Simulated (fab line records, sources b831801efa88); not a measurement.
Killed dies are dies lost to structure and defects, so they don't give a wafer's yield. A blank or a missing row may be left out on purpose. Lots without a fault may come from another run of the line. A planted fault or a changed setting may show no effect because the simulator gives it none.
fab line records | flow sky130
record lots=5 wafers=15 last_day=49
route steps=708 shown LDD_N@247 LDD_P@255 PAD_OPEN@708
lots that met no fault: from a run of the same line without faults
start_h: hours from the record's first day to the start of the lot's first wafer shown | wait_h: hours since the lot's step before | " the same as in the row above | L1.1+2: a row that stands for several wafers | - no value, or no start given | * or withheld: withheld | < > ~ a bound
route shown NAME@n: a module of which the file shows steps, and the number in the route of the first | usual: mean/standard deviation of fault-free wafers | same: alike in all rows | chamber/n: place in a boat | sites: the reading at each site | _std_site: their standard deviation | _edge_site: outer sites' mean less inner sites' | radius_mm: how far each site lies from the wafer's centre | mask NAME#n: copy n | behind: the tool/chamber that last shaped the wafer | hold: why the lot was held/for how many hours/how that ended | device: the transistor (n, p or np) that didn't switch | end of line: the same wafers' tests at the end of the route | a step without rows: its recipe alone | killed: dies lost to structure and defects at the first sort, not the wafer's yield | map: a wafer's dies, x killed, . not, _ none there
set.NAME: the setting as run; set.NAME@STEP: as run at that earlier step | model.NAME: the simulator's own value behind a step, which no gauge read
lots at some steps of the route; a table a step, a row a wafer
services: from which hour (start_h, from the record's first day; less than 0 if before it) a tool's chamber was out of use, for how many hours, and why
## steps
# step SKY_LDD_N_IMPLANT_10
# recipe species=As energy_kev=20 dose_cm2=7.5e+13 tilt_deg=withheld rotation_deg=203
# step SKY_LDD_N_IMPLANT_11
# recipe species=As energy_kev=20 dose_cm2=7.5e+13 tilt_deg=withheld rotation_deg=293
# step SKY_LDD_N_IMPLANT_12
# recipe species=BF2 energy_kev=50 dose_cm2=5e+12 tilt_deg=30 rotation_deg=0
# step SKY_LDD_N_IMPLANT_13
# recipe species=BF2 energy_kev=50 dose_cm2=5e+12 tilt_deg=30 rotation_deg=90
# step SKY_LDD_N_IMPLANT_14
# recipe species=BF2 energy_kev=50 dose_cm2=5e+12 tilt_deg=30 rotation_deg=180
# step SKY_LDD_N_IMPLANT_15
# recipe species=BF2 energy_kev=50 dose_cm2=5e+12 tilt_deg=30 rotation_deg=270
# step SKY_LDD_N_STRIP_16
# recipe chemistry=O2/N2 power_w=1400 pressure_mtorr=1500 platen_temp_c=withheld o2_flow_sccm=3000 n2_flow_sccm=300 overash_fraction=0.5
# usual drypump_motor_current_A=5.8/0.39 oes_product_au=0.407/0.0045 strip_time_to_endpoint_s=4.307/0.015
# columns lot.wafer tool chamber start_h wait_h drypump_motor_current_A oes_product_au rf_hours_counter_h strip_time_to_endpoint_s
L196.1 plasma_asher-02 0 409.28 0.1 5.8 0.404 71 4.301
L196.3 " 1 " " 6.2 0.407 - 4.296
L196.6 " 1 " " 6.2 0.407 - 4.293
L202.3 plasma_asher-02 1 494.21 0.1 6.2 0.404 - 4.280
L202.5 " 0 " " 5.8 0.408 - 4.295
L202.6 " 1 " " 6.2 0.408 - 4.278
L206.1 plasma_asher-03 0 507.73 0.1 6.0 0.407 7 4.320
L206.3 " 0 " " 6.0 0.405 - 4.289
L206.4 " 1 " " 5.0 0.407 - 4.315
L209.2 plasma_asher-02 0 538.03 0.1 5.8 0.402 84 4.316
L209.4 " 1 " " 6.2 0.405 - 4.306
L209.5 " 0 " " 5.8 0.408 - 4.309
L214.4 plasma_asher-02 1 573.46 0.1 6.2 0.403 - 4.292
L214.5 " 1 " " 6.3 0.401 - 4.298
L214.6 " 0 " " 5.8 0.411 - 4.297
# step SKY_LDD_N_TW_MEAS_17
# usual LDD_N_TW=2587/17
# columns lot.wafer tool chamber start_h wait_h LDD_N_TW
L196.1 film_metro-01 - 409.38 0.1 2596
L196.3 " - " " 2603
L196.6 " - " " 2598
L202.3 film_metro-02 - 494.30 0.1 2590
L202.5 " - " " 2601
L202.6 " - " " 2596
L206.1 film_metro-03 - 507.83 0.1 2568
L206.3 " - " " 2548
L206.4 " - " " 2561
L209.2 film_metro-02 - 538.14 0.1 2597
L209.4 " - " " 2581
L209.5 " - " " 2587
L214.4 film_metro-02 - 573.56 0.1 2569
L214.5 " - " " 2580
L214.6 " - " " 2581
# step SKY_LDD_P_DEHYDRATE_00
# recipe temp_c=200 time_s=60
# step SKY_LDD_P_HMDS_01
# recipe prime_time_s=60 prime_temp_c=120
# step SKY_LDD_P_COAT_02
# recipe resist=NOVOLAK spin_rpm=3000 resist_thk_nm=1140
# step SKY_LDD_P_SOFTBAKE_03
# recipe temp_c=90 time_s=60 resist=NOVOLAK
# step SKY_LDD_P_EXPOSE_04
# recipe mask_id=PSDM na=0.6 source_shape=conventional sigma_outer=0.6 polarization=unpolarized target_cd_nm=380 dose_mj=138
# columns lot.wafer tool chamber start_h wait_h mask
L196.1+3+6 iline_stepper-02 0 423.95 - PSDM#0
L202.3+5+6 iline_stepper-02 0 509.25 - PSDM#0
L206.1+3+4 iline_stepper-02 0 523.66 - PSDM#0
L209.2+4+5 iline_stepper-01 0 552.96 - PSDM#0
L214.4+5+6 iline_stepper-02 0 587.80 - PSDM#0
# step SKY_LDD_P_PEB_05
# recipe temp_c=withheld time_s=* resist=NOVOLAK
# step SKY_LDD_P_DEVELOP_06
# recipe resist=NOVOLAK developer=TMAH develop_time_s=60 dev_temp_c=24.2
# columns lot.wafer tool chamber start_h wait_h model.LDD_P.cd_nm
L196.1 litho_track-02 0 438.91 0.1 378.4
L196.3 " 0 " " 379.3
L196.6 " 0 " " 379.2
L202.3 litho_track-03 0 524.12 0.1 378.1
L202.5 " 0 " " 377.5
L202.6 " 0 " " 375.6
L206.1 litho_track-04 0 538.34 0.1 381.6
L206.3 " 0 " " 381.3
L206.4 " 0 " " 379
L209.2 litho_track-02 0 567.33 0.1 378.6
L209.4 " 0 " " 379.8
L209.5 " 0 " " 377.7
L214.4 litho_track-04 0 601.86 0.1 366.2
L214.5 " 0 " " 366.1
L214.6 " 0 " " 379.6
# step SKY_LDD_P_CD_MEAS_07
# recipe target_cd_nm=380
# usual cd_nm=379.6/2
# columns lot.wafer tool chamber start_h wait_h cd_nm
L196.1 cd_sem-01 - 439.06 0.1 378.3
L196.3 " - " " 379.4
L196.6 " - " " 379.4
L202.3 cd_sem-02 - 524.26 0.1 378.3
L202.5 " - " " 377.6
L202.6 " - " " 375.6
L206.1 cd_sem-02 - 538.49 0.1 381.4
L206.3 " - " " 381.7
L206.4 " - " " 379.3
L209.2 cd_sem-01 - 567.48 0.1 378.6
L209.4 " - " " 379.9
L209.5 " - " " 377.6
L214.4 cd_sem-01 - 602.00 0.1 366.2
L214.5 " - " " 365.8
L214.6 " - " " 379.7
# step SKY_LDD_P_OVL_MEAS_08
# usual LDD_P_OVL=1.1/1.5
# columns lot.wafer tool chamber start_h wait_h LDD_P_OVL[nm]
L196.1 overlay-01 - 439.18 0.1 0.0
L196.3 " - " " 0.4
L196.6 " - " " -1.9
L202.3 overlay-01 - 524.36 0.1 0.5
L202.5 " - " " 0.9
L202.6 " - " " 0.3
L206.1 overlay-01 - 538.61 0.1 -1.4
L206.3 " - " " -0.5
L206.4 " - " " 0.1
L209.2 overlay-01 - 567.59 0.1 0.0
L209.4 " - " " 0.0
L209.5 " - " " 1.3
L214.4 overlay-02 - 602.08 0.1 0.0
L214.5 " - " " -0.1
L214.6 " - " " 0.8
# step SKY_PAD_OPEN_PROBE_99
# usual killed_at_M0_to_M3=44/7 killed_at_M4_up=3.0/2 killed_at_contacts=24/5.3 killed_at_front_end=15/4 killed_at_other=0.2/0.41 killed_dies=87/9.1 killed_open=49/7.3 killed_short=38/5.9
# same gross_dies=492 killed_at_back_side=0
# columns lot.wafer tool chamber start_h wait_h killed_at_M0_to_M3 killed_at_M4_up killed_at_contacts killed_at_front_end killed_at_other killed_dies killed_open killed_short
L196.1 prober-02 - 1077.75 0.1 59 2 29 16 0 106 54 52
L196.3 prober-02 - 1077.85 0.2 36 4 24 18 0 82 43 39
L196.6 prober-02 - 1078.00 0.2 42 5 37 14 0 98 45 53
L206.1 prober-02 - 1144.23 0.1 42 1 28 14 0 85 45 40
L206.3 prober-02 - 1144.33 0.2 44 1 30 9 0 84 50 34
L206.4 prober-02 - 1144.38 0.2 44 3 24 13 0 84 50 34
L209.2 prober-01 - 1163.84 0.1 41 3 15 7 0 66 31 35
L209.4 prober-01 - 1163.94 0.2 37 1 24 21 1 84 47 37
L209.5 prober-01 - 1163.99 0.2 36 3 23 11 0 73 39 34
L214.4 prober-02 - 1184.29 0.2 52 2 18 9 0 81 40 41
L214.5 prober-02 - 1184.34 0.2 54 2 21 8 0 85 49 36
L214.6 prober-02 - 1184.39 0.2 43 7 21 16 0 87 44 43
# killed by level:class
L196.1 CONTACT:geometric_particle:open=13 VIA1:geometric_particle:open=12 VIA2:geometric_particle:open=11 CONTACT:geometric_particle:short=9 VIA1:geometric_particle:short=8 METAL2:geometric_particle:short=8 FIELD_ISO:geometric_particle:short=4 FIELD_ISO:geometric_particle:open=4
L196.3 VIA1:geometric_particle:open=8 VIA3:geometric_particle:open=8 CONTACT:geometric_particle:short=7 CONTACT:geometric_particle:open=6 POLY_GATE:geometric_particle:open=5 LI_CONTACT:geometric_particle:open=5 VIA1:geometric_particle:short=5 POLY_GATE:geometric_particle:short=4
L196.6 CONTACT:geometric_particle:open=11 LI_CONTACT:geometric_particle:open=9 VIA1:geometric_particle:open=8 LOCAL_INTERCONNECT:geometric_particle:short=8 CONTACT:geometric_particle:short=7 METAL3:geometric_particle:short=6 METAL1:geometric_particle:short=6 VIA2:geometric_particle:open=6
L206.1 CONTACT:geometric_particle:open=9 VIA3:geometric_particle:open=7 FIELD_ISO:geometric_particle:open=6 VIA3:geometric_particle:short=6 VIA1:geometric_particle:open=6 LI_CONTACT:geometric_particle:open=5 LOCAL_INTERCONNECT:geometric_particle:short=5 VIA2:geometric_particle:open=5
L206.3 VIA1:geometric_particle:open=16 CONTACT:geometric_particle:open=13 LI_CONTACT:geometric_particle:open=9 VIA2:geometric_particle:short=7 LI_CONTACT:geometric_particle:short=4 VIA3:geometric_particle:short=4 FIELD_ISO:geometric_particle:short=3 CONTACT:geometric_particle:short=3
L206.4 LI_CONTACT:geometric_particle:open=13 VIA1:geometric_particle:open=12 VIA2:geometric_particle:open=6 CONTACT:geometric_particle:open=5 METAL1:geometric_particle:short=5 VIA1:geometric_particle:short=4 FIELD_ISO:geometric_particle:short=3 POLY_GATE:geometric_particle:open=3
L209.2 METAL1:geometric_particle:short=10 VIA1:geometric_particle:open=6 VIA2:geometric_particle:open=6 CONTACT:geometric_particle:open=5 LI_CONTACT:geometric_particle:open=4 METAL2:geometric_particle:short=4 FIELD_ISO:geometric_particle:short=3 CONTACT:geometric_particle:short=3
L209.4 CONTACT:geometric_particle:open=13 VIA1:geometric_particle:open=10 METAL1:geometric_particle:short=7 POLY_GATE:geometric_particle:short=6 POLY_GATE:geometric_particle:open=5 VIA2:geometric_particle:open=4 VIA3:geometric_particle:short=4 FIELD_ISO:geometric_particle:open=3
L209.5 VIA1:geometric_particle:open=7 METAL1:geometric_particle:open=5 CONTACT:geometric_particle:short=5 CONTACT:geometric_particle:open=5 METAL1:geometric_particle:short=5 LI_CONTACT:geometric_particle:open=4 VIA2:geometric_particle:open=4 VIA3:geometric_particle:open=4
L214.4 VIA2:geometric_particle:open=10 METAL1:geometric_particle:short=8 CONTACT:geometric_particle:open=6 VIA1:geometric_particle:open=6 METAL2:geometric_particle:short=6 VIA3:geometric_particle:short=5 VIA3:geometric_particle:open=5 POLY_GATE:geometric_particle:open=4
L214.5 VIA2:geometric_particle:open=11 VIA3:geometric_particle:open=11 VIA1:geometric_particle:open=8 VIA1:geometric_particle:short=8 LI_CONTACT:geometric_particle:open=7 CONTACT:geometric_particle:open=5 LOCAL_INTERCONNECT:geometric_particle:short=4 METAL2:geometric_particle:short=4
L214.6 CONTACT:geometric_particle:open=9 VIA1:geometric_particle:open=9 VIA1:geometric_particle:short=6 FIELD_ISO:geometric_particle:short=5 CONTACT:geometric_particle:short=5 METAL1:geometric_particle:short=5 METAL4:geometric_particle:short=5 VIA2:geometric_particle:open=5
## services
# columns tool chamber start_h hours kind
iline_stepper-02 - 393.78 1.9 repair
iline_stepper-01 - 409.27 7.8 repair
plasma_asher-03 - 421.25 9.0 pm
plasma_asher-03 0 421.25 9.0 vent_cycle
plasma_asher-03 1 421.25 9.0 vent_cycle
plasma_asher-03 0 430.25 - clean
plasma_asher-03 1 430.25 - clean
iline_stepper-02 - 462.97 28.9 pm
iline_stepper-01 - 502.85 1.7 pm
iline_stepper-02 - 549.37 1.7 pm
plasma_asher-03 - 576.64 2.3 repair
## key
first_sign step=SKY_LDD_P_CD_MEAS_07 reading=cd_nm direction=down sigmas=6.8 usual=379.6 struck=366.0
effect none on later readings
model_effect step=SKY_LDD_P_DEVELOP_06 value=LDD_P.cd_nm without=379.2 struck=366.2
met_at SKY_LDD_P_EXPOSE_04
struck_wafers L214.4,L214.5
tester_left_out L214
onset_between 523.66 587.80
fault kind=process_parameter_drift tool=iline_stepper-02 chamber=- onset_h=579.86 steps=SKY_LDD_P_EXPOSE_04 channel=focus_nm offset=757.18 shape=step end_h=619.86 scope=struck_wafers_only
# tester_left_out: of these lots the tester's yield and bins aren't shown, on N5 and GAA mostly nor the transistor test; their killed dies are dies lost to structure and defects alone, not to doping, threshold or leakage, so they don't give the yield
